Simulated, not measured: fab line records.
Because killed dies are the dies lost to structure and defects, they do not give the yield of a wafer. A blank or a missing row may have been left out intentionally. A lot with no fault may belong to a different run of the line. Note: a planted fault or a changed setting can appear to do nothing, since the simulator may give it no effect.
A lot that was struck, set against a sound lot :: flow gf180mcu :: 14 out of 602 route steps
Sound: these wafers, L478.2, L478.4, L478.5. Wafers L486.3, L486.4, L486.5 were the ones struck. The cause is named last.
Each step with rows lists, per side, the tool, then ch with its chambers, then its first start. Under that, the readings that differ: sound wafers :: struck wafers :: difference of the means :: sigmas: that difference in standard deviations of wafers without a fault.
alike: a reading whose means differ by less than 2 such deviations, as well as words and numbers matching on both sides. not compared: withheld readings; readings where some wafer has no value; bounds like >300 that might hide an equal value; numbers whose values overlap and for which the record gives no deviation.
A row with sigmas, a row that says differs or no value, or rows on one side alone: a step with any of these is where the two part. Non-overlapping numbers with no deviation appear without sigmas and do not part them. A reading missing from all wafers of one side parts the sides only when that side holds two or more wafers.

first, 3 steps without rows for these wafers: GF_LVPWELL_EXPOSE_04 (exposes mask LVPWELL, target cd 600 nm); GF_LVPWELL_PEB_05; GF_LVPWELL_DEVELOP_06 (develop time 60 s).
GF_LVPWELL_OVL_MEAS_07:
  sound on overlay-01 at day 4 21:34; struck on overlay-02 at day 6 17:31
  alike: LVPWELL_OVL
then, 2 steps without rows for these wafers: GF_LVPWELL_IMPLANT_08; GF_LVPWELL_IMPLANT_09.
GF_LVPWELL_STRIP_10: strips in O2/N2.
  sound on plasma_asher-04 ch 0,1, day 4 21:54; struck on plasma_asher-03 ch 0,1, day 6 17:52
reading: heater_power_w (W)
sound: 300 301 330
struck: 346 363 369
difference: +49
sigmas: +2
  alike: drypump_motor_current_A, oes_product_au, strip_time_to_endpoint_s
  not compared: rf_hours_counter_h
GF_LVPWELL_TW_MEAS_11:
  sound on film_metro-01 at day 4 22:01; struck on film_metro-03 at day 6 17:58
  alike: LVPWELL_TW
then, 4 steps without rows for these wafers: GF_MVSD_DEHYDRATE_00 (time 60 s); GF_MVSD_HMDS_01 (prime time 60 s); GF_MVSD_COAT_02 (resist thk 3000 nm); GF_MVSD_SOFTBAKE_03.
GF_MVSD_EXPOSE_04: exposes mask MVSD, target cd 1000 nm.
  sound on iline_stepper-01 ch 0, day 5 05:21; struck on iline_stepper-02 ch 0, day 7 01:37
reading: mask
sound: MVSD#0 MVSD#0 MVSD#0
struck: MVSD_R1#0 MVSD_R1#0 MVSD_R1#0
difference: differs
sigmas: 
  alike: reticle_temp_C
after that, 1 step had no rows for these wafers: GF_MVSD_PEB_05.

## WHERE THEY PART
Last at GF_MVSD_EXPOSE_04 as far as this record goes, first at GF_LVPWELL_STRIP_10.

WHY: what had been put in by the simulator
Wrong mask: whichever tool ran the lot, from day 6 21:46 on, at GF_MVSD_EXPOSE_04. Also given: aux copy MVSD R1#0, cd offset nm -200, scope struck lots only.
